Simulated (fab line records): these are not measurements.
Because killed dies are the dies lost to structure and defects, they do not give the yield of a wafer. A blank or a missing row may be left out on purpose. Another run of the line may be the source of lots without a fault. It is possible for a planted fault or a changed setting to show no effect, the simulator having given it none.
Which of the tools did it? ; flow sky130 ; 10 lots with 30 wafers sampled at 6 steps, on a route of 708 steps

WHAT EACH GAUGE READ, for each wafer
SKY_SD_N_TW_MEAS_12. Usual: SD_N_TW typically reads 4025, with standard deviation 26.
lot;measured;on;SD_N_TW;flag
L391;day 29 12:17;film-metro-03;4020 4043 4032;
L395;day 30 05:37;film-metro-04;4038 4066 4015;
L396;day 30 15:32;film-metro-04;4058 4055 4065;
L397;day 30 18:50;film-metro-03;4035 4007 4018;
L398;day 31 11:01;film-metro-03;3989 3986 3987;
L402;day 32 05:49;film-metro-02;4018 4006 4022;
L403;day 33 02:25;film-metro-04;4062 4046 4050;
L405;day 33 17:26;film-metro-04;4064 4052 4036;
L407;day 34 05:59;film-metro-03;3990 4005 4002;
L408;day 34 10:35;film-metro-04;4021 4008 4015;

SKY_LI_CONTACT_OVL_MEAS_13. Usual: LI_CONTACT_OVL typically reads 1 nm, with standard deviation 4.9.
lot;measured;on;LI_CONTACT_OVL (nm);flag
L391;day 30 17:52;overlay-02;2 3 -4;
L395;day 31 10:27;overlay-02;-3 -4 -1;
L396;day 31 20:10;overlay-01;-5 0 2;
L397;day 31 23:45;overlay-02;-1 -2 0;
L398;day 32 16:30;overlay-01;2 -10 4;
L402;day 33 10:01;overlay-02;13 15 12;
L403;day 34 05:54;overlay-02;-6 3 6;
L405;day 34 21:38;overlay-02;0 -4 3;
L407;day 35 09:29;overlay-02;1 2 -4;
L408;day 35 12:47;overlay-02;8 5 -3;

SKY_LOCAL_INTERCONNECT_RS_MEAS_01: a four-point-probe measurement. Usual: LOCAL_INTERCONNECT_TIN_RS typically reads 14.16 ohm/sq, with standard deviation 0.13.
lot;measured;on;LOCAL_INTERCONNECT_TIN_RS (ohm/sq);flag
L391;day 30 19:18;film-metro-02;14.10 13.90 13.87;
L395;day 31 11:43;film-metro-02;14.35 14.18 14.25;
L396;day 31 21:28;film-metro-04;14.10 14.04 14.23;
L397;day 32 01:03;film-metro-01;13.99 14.13 14.05;
L398;day 32 17:50;film-metro-01;14.29 14.21 14.33;
L402;day 33 11:18;film-metro-02;16.21 14.10 14.25 16.18 14.08 14.23;OFF
L403;day 34 07:11;film-metro-01;16.20 14.06 13.97 16.24 14.06 14.02;OFF
L405;day 34 22:55;film-metro-02;14.17 14.14 14.11;
L407;day 35 10:46;film-metro-01;14.13 14.05 14.22;
L408;day 35 14:04;film-metro-02;14.13 13.87 14.08;

SKY_LOCAL_INTERCONNECT_THK_MEAS_02: measures by xrf. Usual: LOCAL_INTERCONNECT_TIN_THK typically reads 101.3 nm, with standard deviation 1.1.
lot;measured;on;LOCAL_INTERCONNECT_TIN_THK (nm);flag
L391;day 30 19:25;film-metro-02;101.9 103.5 103.4;
L395;day 31 11:50;film-metro-02;100.2 101.1 100.9;
L396;day 31 21:34;film-metro-04;101.5 102.0 101.0;
L397;day 32 01:10;film-metro-01;101.5 100.7 101.1;
L398;day 32 17:57;film-metro-01;99.7 99.9 99.6;
L402;day 33 14:22;film-metro-02;89.7 102.7 101.4 89.5 102.8 101.4;OFF
L403;day 34 10:44;film-metro-01;88.7 102.0 102.2 88.4 101.9 102.4;OFF
L405;day 34 23:02;film-metro-02;101.3 101.7 101.6;
L407;day 35 10:53;film-metro-01;102.0 102.5 102.0;
L408;day 35 14:11;film-metro-02;102.3 103.9 102.6;

WHAT TOOL EACH LOT RAN ON (gives the tool, then ch and the chambers of the sampled wafers, and finally the start)
lot;SKY_LI_CONTACT_SPUTTER_20;SKY_LOCAL_INTERCONNECT_SPUTTER_00
L391;pvd-sputter-02, day 30 18:34;pvd-sputter-03, day 30 19:14
L395;pvd-sputter-03, day 31 10:59;pvd-sputter-01, day 31 11:39
L396;pvd-sputter-02, day 31 20:41;pvd-sputter-04, day 31 21:22
L397;pvd-sputter-02, day 32 00:18;pvd-sputter-03, day 32 00:59
L398;pvd-sputter-04, day 32 17:05;pvd-sputter-03, day 32 17:46
L402;pvd-sputter-02, day 33 10:33;pvd-sputter-03, day 33 11:13
L403;pvd-sputter-02, day 34 06:28;pvd-sputter-03, day 34 07:08
L405;pvd-sputter-03, day 34 22:11;pvd-sputter-01, day 34 22:51
L407;pvd-sputter-02, day 35 10:01;pvd-sputter-04, day 35 10:41
L408;pvd-sputter-02, day 35 13:20;pvd-sputter-04, day 35 14:00
- SKY_LI_CONTACT_SPUTTER_20: material TiN, target thk 20 nm, time 77.84 s.
- SKY_LOCAL_INTERCONNECT_SPUTTER_00: material TiN, target thk 100 nm, time 83.3 s.

AS READ BY THE TOOLS THEMSELVES (means over the sampled wafers that have a number; for cases with no such wafer, the mark the record gives instead)
SKY_LI_CONTACT_SPUTTER_20. Usual: throttle-valve-pct reads 29.9 % (standard deviation 0.93).
lot;tool;throttle-valve-pct (%);flag
L391;pvd-sputter-02;30.6;
L395;pvd-sputter-03;29.9;
L396;pvd-sputter-02;30.3;
L397;pvd-sputter-02;29.9;
L398;pvd-sputter-04;29.9;
L402;pvd-sputter-02;30.1;
L403;pvd-sputter-02;30.2;
L405;pvd-sputter-03;29.2;
L407;pvd-sputter-02;29.6;
L408;pvd-sputter-02;29.8;

SKY_LOCAL_INTERCONNECT_SPUTTER_00. Usual: throttle-valve-pct reads 30.0 % (standard deviation 1.2).
lot;tool;throttle-valve-pct (%);flag
L391;pvd-sputter-03;29.3;
L395;pvd-sputter-01;29.9;
L396;pvd-sputter-04;29.7;
L397;pvd-sputter-03;30.0;
L398;pvd-sputter-03;29.3;
L402;pvd-sputter-03;29.1;
L403;pvd-sputter-03;29.3;
L405;pvd-sputter-01;30.2;
L407;pvd-sputter-04;30.5;
L408;pvd-sputter-04;30.6;

THE ANSWER, worked out from the rows above alone
Rule: take the mean of a lot's wafers that have a number; if it is more than 3 standard deviations from the usual mean, the lot is off. Also off: a lot with no number at a reading for which 4 or more lots have one. The other lots that the step has rows for count as sound. After the gauges, taken in route order, come the tools' own readings; for these a lot's mean is taken, as printed above. At the first step where some lot is off, the reading lying furthest off is the one used; lots without a number count as furthest.
Off: L402, L403, at SKY_LOCAL_INTERCONNECT_RS_MEAS_01 (LOCAL_INTERCONNECT_TIN_RS).
A tool fits if, at a process step before that reading, it ran every lot that is off, and no sound lot after the first of them. Those tools and the gauges at SKY_LOCAL_INTERCONNECT_RS_MEAS_01 are tried in the same way. One fits: pvd-sputter-03 at SKY_LOCAL_INTERCONNECT_SPUTTER_00. Its last sound lot is L398 (day 32 17:46), its first lot that is off L402 (day 33 11:13): a fault that began between those two fits.

WHAT THE SIMULATOR HAD INSERTED
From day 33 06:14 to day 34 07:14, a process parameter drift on pvd-sputter-03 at SKY_LOCAL_INTERCONNECT_SPUTTER_00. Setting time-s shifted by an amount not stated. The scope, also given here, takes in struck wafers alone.
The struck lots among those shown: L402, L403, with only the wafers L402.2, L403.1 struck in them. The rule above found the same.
